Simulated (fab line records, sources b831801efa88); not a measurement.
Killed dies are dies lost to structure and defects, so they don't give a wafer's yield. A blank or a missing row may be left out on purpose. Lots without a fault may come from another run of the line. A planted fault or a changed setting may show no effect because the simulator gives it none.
fab line records | flow gf180mcu
record lots=15 wafers=45 last_day=34
route steps=602 shown V2@403 M3@412 V3@431
lots that met no fault: from a run of the same line without faults
start_h: hours from the record's first day to the start of the lot's first wafer shown | wait_h: hours since the lot's step before | " the same as in the row above | L1.1+2: a row that stands for several wafers | - no value, or no start given | * or withheld: withheld | < > ~ a bound
route shown NAME@n: a module of which the file shows steps, and the number in the route of the first | usual: mean/standard deviation of fault-free wafers | same: alike in all rows | chamber/n: place in a boat | sites: the reading at each site | _std_site: their standard deviation | _edge_site: outer sites' mean less inner sites' | radius_mm: how far each site lies from the wafer's centre | mask NAME#n: copy n | behind: the tool/chamber that last shaped the wafer | hold: why the lot was held/for how many hours/how that ended | device: the transistor (n, p or np) that didn't switch | end of line: the same wafers' tests at the end of the route | a step without rows: its recipe alone | killed: dies lost to structure and defects at the first sort, not the wafer's yield | map: a wafer's dies, x killed, . not, _ none there
set.NAME: the setting as run; set.NAME@STEP: as run at that earlier step | model.NAME: the simulator's own value behind a step, which no gauge read
steps of the route over a sample of lots; a table a step, a row a wafer
services: from which hour (start_h, from the record's first day; less than 0 if before it) a tool's chamber was out of use, for how many hours, and why
## steps
# step GF_V2_SPUTTER_21
# recipe material=Ti target_thk_nm=15 chamber_pressure_pa=5 power_w=2500 substrate_temp_c=200 time_s=80.02
# usual throttle_valve_pct=30.4/1.1
# columns lot.wafer tool chamber start_h wait_h throttle_valve_pct
L620.1 pvd_sputter-02 - 459.67 0.0 28.9
L620.3 " - " " 30.3
L620.4 " - " " 31.3
L621.1 pvd_sputter-01 - 474.53 0.0 28.7
L621.3 " - " " 30.3
L621.4 " - " " 29.2
L624.1 pvd_sputter-02 - 503.54 0.0 30.9
L624.4 " - " " 31.0
L624.6 " - " " 31.2
L625.2 pvd_sputter-03 - 512.93 0.0 30.0
L625.5 " - " " 30.4
L625.6 " - " " 30.3
L627.4 pvd_sputter-01 - 530.58 0.0 29.1
L627.5 " - " " 30.6
L627.6 " - " " 28.4
L628.1 pvd_sputter-02 - 535.83 0.0 28.9
L628.2 " - " " 30.4
L628.4 " - " " 31.2
L629.1 pvd_sputter-03 - 551.61 0.0 29.3
L629.3 " - " " 30.3
L629.6 " - " " 32.8
L630.1 pvd_sputter-02 - 553.43 0.0 31.1
L630.5 " - " " 31.3
L630.6 " - " " 30.9
L631.3 pvd_sputter-02 - 556.90 0.0 31.1
L631.5 " - " " 28.9
L631.6 " - " " 31.2
L632.1 pvd_sputter-03 - 567.62 0.0 30.5
L632.2 " - " " 29.2
L632.6 " - " " 30.6
L633.3 pvd_sputter-02 - 578.53 0.0 30.2
L633.4 " - " " 30.4
L633.5 " - " " 31.0
L638.1 pvd_sputter-02 - 617.76 0.0 30.3
L638.2 " - " " 31.2
L638.5 " - " " 31.1
L640.4 pvd_sputter-02 - 628.93 0.0 30.8
L640.5 " - " " 30.4
L640.6 " - " " 29.0
L639.4 pvd_sputter-02 - 630.62 0.0 31.1
L639.5 " - " " 30.1
L639.6 " - " " 31.1
L643.1 pvd_sputter-01 - 645.94 0.0 29.6
L643.3 " - " " 29.0
L643.5 " - " " 29.2
# step GF_M3_SPUTTER_03
# recipe material=Ti target_thk_nm=10 substrate_temp_c=300 chamber_pressure_pa=0.3 power_w=3000 time_s=6.7
# usual throttle_valve_pct=30.3/1.2
# columns lot.wafer tool chamber start_h wait_h throttle_valve_pct
L620.1 pvd_sputter-04 - 460.52 0.0 30.5
L620.3 " - " " 31.0
L620.4 " - " " 29.0
L621.1 pvd_sputter-03 - 475.38 0.0 29.2
L621.3 " - " " 32.9
L621.4 " - " " 30.6
L624.1 pvd_sputter-03 - 504.39 0.0 30.0
L624.4 " - " " 33.0
L624.6 " - " " 32.9
L625.2 pvd_sputter-04 - 513.78 0.0 31.1
L625.5 " - " " 28.8
L625.6 " - " " 31.1
L627.4 pvd_sputter-04 - 531.44 0.0 28.8
L627.5 " - " " 30.2
L627.6 " - " " 30.9
L628.1 pvd_sputter-03 - 536.69 0.0 29.0
L628.2 " - " " 30.2
L628.4 " - " " 32.8
L629.1 pvd_sputter-04 - 552.47 0.0 31.3
L629.3 " - " " 31.3
L629.6 " - " " 31.4
L630.1 pvd_sputter-01 - 554.29 0.0 28.7
L630.5 " - " " 29.1
L630.6 " - " " 29.2
L631.3 pvd_sputter-01 - 557.75 0.0 28.4
L631.5 " - " " 29.3
L631.6 " - " " 28.7
L632.1 pvd_sputter-04 - 568.49 0.0 31.3
L632.2 " - " " 30.2
L632.6 " - " " 28.9
L633.3 pvd_sputter-01 - 579.38 0.0 29.2
L633.4 " - " " 29.4
L633.5 " - " " 29.1
L638.1 pvd_sputter-03 - 618.61 0.0 29.9
L638.2 " - " " 29.5
L638.5 " - " " 30.1
L640.4 pvd_sputter-04 - 629.78 0.0 31.2
L640.5 " - " " 30.6
L640.6 " - " " 31.3
L639.4 pvd_sputter-03 - 631.47 0.0 29.2
L639.5 " - " " 30.2
L639.6 " - " " 29.3
L643.1 pvd_sputter-03 - 646.83 0.0 29.4
L643.3 " - " " 30.5
L643.5 " - " " 32.8
# step GF_M3_EXPOSE_11
# recipe mask_id=Metal3 target_cd_nm=280 na=0.68 source_shape=conventional sigma_outer=0.6 dose_mj=28
# usual exposure_dose_mJ_cm2=27.992/0.026 focus_offset_nm=0.0/0.52 reticle_temp_C=22.99/0.11 sigma_outer=0.6/0
# columns lot.wafer tool chamber start_h wait_h mask exposure_dose_mJ_cm2 focus_offset_nm reticle_temp_C sigma_outer
L620.1 krf_scanner-02 0 472.88 - Metal3#0 28.026 0.3 22.80 0.6
L620.3 " 0 " " Metal3#0 27.971 -0.1 22.79 0.6
L620.4 " 0 " " Metal3#0 28.032 0.5 22.87 0.6
L621.1 krf_scanner-01 0 486.73 - Metal3#0 28.008 -0.8 23.20 0.6
L621.3 " 0 " " Metal3#0 28.020 0.4 23.04 0.6
L621.4 " 0 " " Metal3#0 27.988 -0.6 23.13 0.6
L624.1 krf_scanner-02 0 515.62 - Metal3#0 27.945 0.6 22.93 0.6
L624.4 " 0 " " Metal3#0 27.944 0.1 22.96 0.6
L624.6 " 0 " " Metal3#0 27.988 0.0 23.02 0.6
L625.2 krf_scanner-01 0 526.37 - Metal3#0 27.953 0.6 23.08 0.6
L625.5 " 0 " " Metal3#0 28.010 0.4 23.00 0.6
L625.6 " 0 " " Metal3#0 27.985 1.2 23.25 0.6
L627.4 krf_scanner-02 0 543.31 - Metal3#0 27.978 0.4 22.98 0.6
L627.5 " 0 " " Metal3#0 27.982 0.5 23.00 0.6
L627.6 " 0 " " Metal3#0 28.006 0.3 23.01 0.6
L628.1 krf_scanner-01 0 548.78 - Metal3#0 27.983 0.1 22.96 0.6
L628.2 " 0 " " Metal3#0 27.991 -0.1 23.08 0.6
L628.4 " 0 " " Metal3#0 27.952 -0.1 22.96 0.6
L629.1 krf_scanner-02 0 563.43 - Metal3#0 27.989 -0.5 22.86 0.6
L629.3 " 0 " " Metal3#0 27.988 0.4 23.04 0.6
L629.6 " 0 " " Metal3#0 27.998 0.2 22.85 0.6
L630.1 krf_scanner-01 0 565.38 - Metal3#0 27.992 -0.3 23.09 0.6
L630.5 " 0 " " Metal3#0 28.050 -1.1 23.13 0.6
L630.6 " 0 " " Metal3#0 28.017 0.3 23.04 0.6
L631.3 krf_scanner-01 0 569.16 - Metal3#0 27.958 -0.3 22.94 0.6
L631.5 " 0 " " Metal3#0 27.914 -0.2 22.81 0.6
L631.6 " 0 " " Metal3#0 27.945 -0.4 23.04 0.6
L632.1 krf_scanner-02 0 579.83 - Metal3#0 27.988 -0.6 23.10 0.6
L632.2 " 0 " " Metal3#0 28.034 0.5 23.06 0.6
L632.6 " 0 " " Metal3#0 28.007 0.2 23.03 0.6
L633.3 krf_scanner-01 0 590.08 - Metal3#0 28.052 -0.7 23.14 0.6
L633.4 " 0 " " Metal3#0 27.972 -0.3 22.85 0.6
L633.5 " 0 " " Metal3#0 27.992 0.2 22.93 0.6
L638.1 krf_scanner-02 - 628.63 - Metal3#0 - - - -
L638.2 " - " " Metal3#0 - - - -
L638.5 " - " " Metal3#0 - - - -
L640.4 krf_scanner-02 - 640.28 - Metal3#0 - - - -
L640.5 " - " " Metal3#0 - - - -
L640.6 " - " " Metal3#0 - - - -
L639.4 krf_scanner-01 - 642.26 - Metal3#0 - - - -
L639.5 " - " " Metal3#0 - - - -
L639.6 " - " " Metal3#0 - - - -
L643.1 krf_scanner-02 0 656.57 - Metal3#0 28.001 -0.8 23.04 0.6
L643.3 " 0 " " Metal3#0 28.008 -0.3 23.05 0.6
L643.5 " 0 " " Metal3#0 28.023 -0.2 23.11 0.6
# step GF_V3_CVD_02
# recipe material=SiO2 target_thk_nm=850 precursor=TEOS temp_c=400 time_s=94.851 rf_w=600
# usual heater_power_outer_w=353/73 heater_power_w=638/110
# columns lot.wafer tool chamber start_h wait_h heater_power_outer_w heater_power_w
L620.1 pecvd-03 0 485.29 0.1 432 758
L620.3 " 2 " " 408 842
L620.4 " 1 " " 326 666
L621.1 pecvd-03 1 499.65 0.1 350 683
L621.3 " 2 " " 322 699
L621.4 " 0 " " 469 774
L624.1 pecvd-02 1 528.52 0.1 377 727
L624.4 " 1 " " 416 790
L624.6 " 0 " " 328 582
L625.2 pecvd-03 2 538.29 0.0 439 853
L625.5 " 2 " " 315 680
L625.6 " 0 " " 433 748
L627.4 pecvd-02 1 555.68 0.1 297 623
L627.5 " 2 " " 251 503
L627.6 " 0 " " 314 539
L628.1 pecvd-01 1 559.96 0.1 355 617
L628.2 " 2 " " 441 688
L628.4 " 0 " " 451 736
L629.1 pecvd-02 2 575.69 0.1 206 443
L629.3 " 1 " " 403 751
L629.6 " 1 " " 297 618
L630.1 pecvd-02 1 576.88 0.1 406 768
L630.5 " 1 " " 297 635
L630.6 " 0 " " 327 569
L631.3 pecvd-02 0 580.76 0.0 322 557
L631.5 " 1 " " 290 619
L631.6 " 0 " " 349 571
L632.1 pecvd-02 2 591.29 0.1 172 408
L632.2 " 1 " " 368 708
L632.6 " 1 " " 393 751
L633.3 pecvd-02 0 601.94 0.0 300 529
L633.4 " 0 " " 350 561
L633.5 " 2 " " 215 453
L643.1 pecvd-02 1 666.88 0.1 342 677
L643.3 " 0 " " 297 526
L643.5 " 2 " " 168 407
## services
# columns tool chamber start_h hours kind
pvd_sputter-03 - 444.15 9.1 repair
krf_scanner-02 - 449.14 0.8 pm
pvd_sputter-04 - 452.22 3.9 repair
krf_scanner-01 - 492.70 1.3 pm
krf_scanner-01 - 494.16 0.8 pm
krf_scanner-02 - 507.97 1.5 repair
krf_scanner-02 - 522.94 1.3 pm
krf_scanner-02 - 524.24 3.6 pm
krf_scanner-01 - 528.87 1.0 pm
krf_scanner-01 - 537.78 3.6 pm
krf_scanner-01 - 544.50 0.6 repair
krf_scanner-01 - 547.16 0.8 pm
krf_scanner-01 - 557.05 0.2 repair
krf_scanner-02 - 571.82 4.4 pm
krf_scanner-01 - 575.70 1.3 repair
krf_scanner-02 - 577.03 1.0 pm
krf_scanner-02 - 588.34 1.7 repair
pecvd-02 - 617.19 5.5 pm
krf_scanner-02 - 617.94 0.8 pm
pecvd-02 - 625.42 1.6 repair
pvd_sputter-03 - 632.72 5.4 repair
pecvd-02 2 633.31 3.6 repair
krf_scanner-02 - 662.04 0.8 repair
krf_scanner-01 - 662.96 0.8 pm
## key
first_sign step=GF_M3_EXPOSE_11 reading=tool_record direction=missing
effect none on later readings
met_at GF_M3_EXPOSE_11
struck_lots L638,L639,L640
later_rows_left_out L638.1,L638.2,L638.5,L639.4,L639.5,L639.6,L640.4,L640.5,L640.6
sort_left_out L638.1,L638.2,L638.5,L639.4,L639.5,L639.6,L640.4,L640.5,L640.6
not_acting_at GF_V2_SPUTTER_21,GF_M3_SPUTTER_03,GF_V3_CVD_02
onset_between 590.08 628.63
fault kind=skipped_step_whole tool=krf_scanner-01,krf_scanner-02 chamber=- onset_h=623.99 steps=GF_M3_EXPOSE_11 scope=struck_lots_only
# sort_left_out: the simulated sort isn't trusted on such a fault, so these wafers' sort isn't shown, and their yield isn't known
# later_rows_left_out: the simulator's readings of these wafers behind a module that went badly wrong aren't trusted and aren't shown, but for the sort
